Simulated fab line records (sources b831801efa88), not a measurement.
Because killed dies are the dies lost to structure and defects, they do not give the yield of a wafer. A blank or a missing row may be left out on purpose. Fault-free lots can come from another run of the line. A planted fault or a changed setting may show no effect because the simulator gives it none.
Chamber matching -- flow sky130 -- cmp-02 running SKY_CONTACT_CMP_04: 4 sister chambers
The step polishes SiO2. 8 wafers are shown with their chamber, then 8 later ones without.

== WAFERS, EACH WITH ITS CHAMBER ==
wafer,chamber,motor_current_A (A),time_to_endpoint_s (s)
L184.2,1,12.0,88
L185.3,2,13.3,85
L185.5,1,11.9,94
L195.4,0,12.3,87
L195.5,2,13.0,85
L197.5,0,12.1,88
L197.6,3,12.2,92
L203.1,3,12.3,88

== WAFERS WITHOUT THEIR CHAMBER ==
wafer,motor_current_A (A),time_to_endpoint_s (s)
L203.5,13.1,83
L203.6,12.3,91
L206.1,11.6,88
L206.3,12.4,84
L206.4,12.4,86
L205.1,13.9,82
L205.2,11.2,85
L205.4,11.2,88

== THE CHAMBER EACH PASSED THROUGH ==
wafer,from the rows above,in truth
L203.5,2,2
L203.6,can't be placed: 3 or 0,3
L206.1,can't be placed: 1 or 0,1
L206.3,can't be placed: 0 or 3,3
L206.4,can't be placed: 0 or 3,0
L205.1,2,2
L205.2,can't be placed: 1 or 0 or 3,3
L205.4,can't be placed: 1 or 0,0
2 of 8 placed correctly. From these rows, 6 cannot be placed; in 6 the true chamber is one of the candidates. Placed wrongly: 0.
How it was worked out, from the rows above alone: a wafer's distance from a chamber is the root of the sum, over the readings, of the square of ((its reading less the chamber's mean) divided by the reading's scatter). If the next closest chamber is less than 2 further off than the closest, the wafer can't be placed; otherwise it belongs to the closest. The mean given for a chamber averages the wafers shown for that chamber. The scatter is the square root of a quotient: the sum, over the shown wafers, of each reading's squared deviation from its chamber's mean, divided by wafers minus chambers.
